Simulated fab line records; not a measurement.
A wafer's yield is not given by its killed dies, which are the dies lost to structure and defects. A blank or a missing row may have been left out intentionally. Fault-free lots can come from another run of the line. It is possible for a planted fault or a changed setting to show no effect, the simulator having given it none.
Which tool was responsible? | flow sky130 | 13 lots with 39 wafers sampled at 2 steps, on a route of 708 steps

WHAT THE GAUGES SHOWED, per wafer
SKY_POLY_GATE_CD_MEAS_13: target cd 150 nm.
lot  | measured     | on       | cdNm (nm)
L470 | day 15 23:32 | cdSem-01 | 152.1 151.7 151.7
L472 | day 17 06:52 | cdSem-02 | 146.9 148.4 148.3
L471 | day 17 07:52 | cdSem-02 | 150.6 150.3 150.5
L473 | day 17 12:44 | cdSem-01 | 150.7 150.6 151.7
L474 | day 17 15:18 | cdSem-02 | 150.6 149.4 150.1
L476 | day 18 19:33 | cdSem-01 | 150.4 150.2 149.9
L477 | day 19 03:59 | cdSem-01 | 150.8 150.0 150.8
L478 | day 19 10:04 | cdSem-02 | 150.1 149.3 148.9
L486 | day 22 12:45 | cdSem-01 | 149.4 149.1 148.8
L488 | day 22 23:01 | cdSem-01 | 152.2 151.4 153.1
L490 | day 24 06:54 | cdSem-01 | 150.2 149.8 149.3
L492 | day 24 16:35 | cdSem-01 | 147.7 147.2 147.2
L493 | day 24 20:00 | cdSem-02 | 150.2 150.6 151.0

SKY_LDD_N_OVL_MEAS_07.
lot  | measured     | on         | LDD_N_OVL (nm)
L470 | day 17 08:14 | overlay-01 | 2.5 1.4 0.9
L472 | day 18 16:00 | overlay-02 | -0.4 -2.6 0.2
L471 | day 18 16:16 | overlay-02 | -0.2 -0.8 -1.7
L473 | day 18 23:35 | overlay-01 | -4.5 -0.9 -3.3
L474 | day 18 23:41 | overlay-02 | -1.1 0.6 -0.4
L476 | day 20 04:20 | overlay-01 | 3.2 2.9 0.9
L477 | day 20 12:38 | overlay-02 | -2.9 -2.6 -2.5
L478 | day 20 19:22 | overlay-01 | 0.7 -0.5 -0.9
L486 | day 23 20:18 | overlay-02 | -0.8 -2.5 0.6
L488 | day 24 06:33 | overlay-01 | 0.9 -0.3 -0.7
L490 | day 25 15:01 | overlay-01 | -3.2 0.9 1.4
L492 | day 25 23:26 | overlay-01 | -1.2 -0.5 0.0
L493 | day 26 03:22 | overlay-01 | -1.2 1.5 0.8

TOOL THAT RAN EACH LOT (tool first, then ch and the chambers of the sampled wafers, then the start)
There is no process step in the record ahead of these readings.

AS READ BY THE TOOLS THEMSELVES (means over the sampled wafers that have a number; for cases with no such wafer, the mark the record gives instead)
The record holds no such reading with a usual standard deviation.

THE ANSWER, worked out from the rows above alone
Rule: what is usual is taken from the lots themselves. The widest of any qualifying gaps counts: lots, ordered by their means at a reading, are off when they make up no more than a third of the lots, leave a main group of 4 or more, and stand apart from it by 3 or more times the standard deviation of that group's means. A main group is skipped when, at the precision printed for the reading in the tables above, its means are all equal. A lot without any number at a reading at which 4 lots or more have one is off too. Any other lot the step has rows for is counted as sound. After the gauges, taken in route order, come the tools' own readings; for these a lot's mean is taken, as printed above. At the first step where some lot is off, the reading lying furthest off is the one used; lots without a number count as furthest.
Nothing can be told from this: no lot is off at any reading shown.

WHAT THE SIMULATOR HAD PUT IN
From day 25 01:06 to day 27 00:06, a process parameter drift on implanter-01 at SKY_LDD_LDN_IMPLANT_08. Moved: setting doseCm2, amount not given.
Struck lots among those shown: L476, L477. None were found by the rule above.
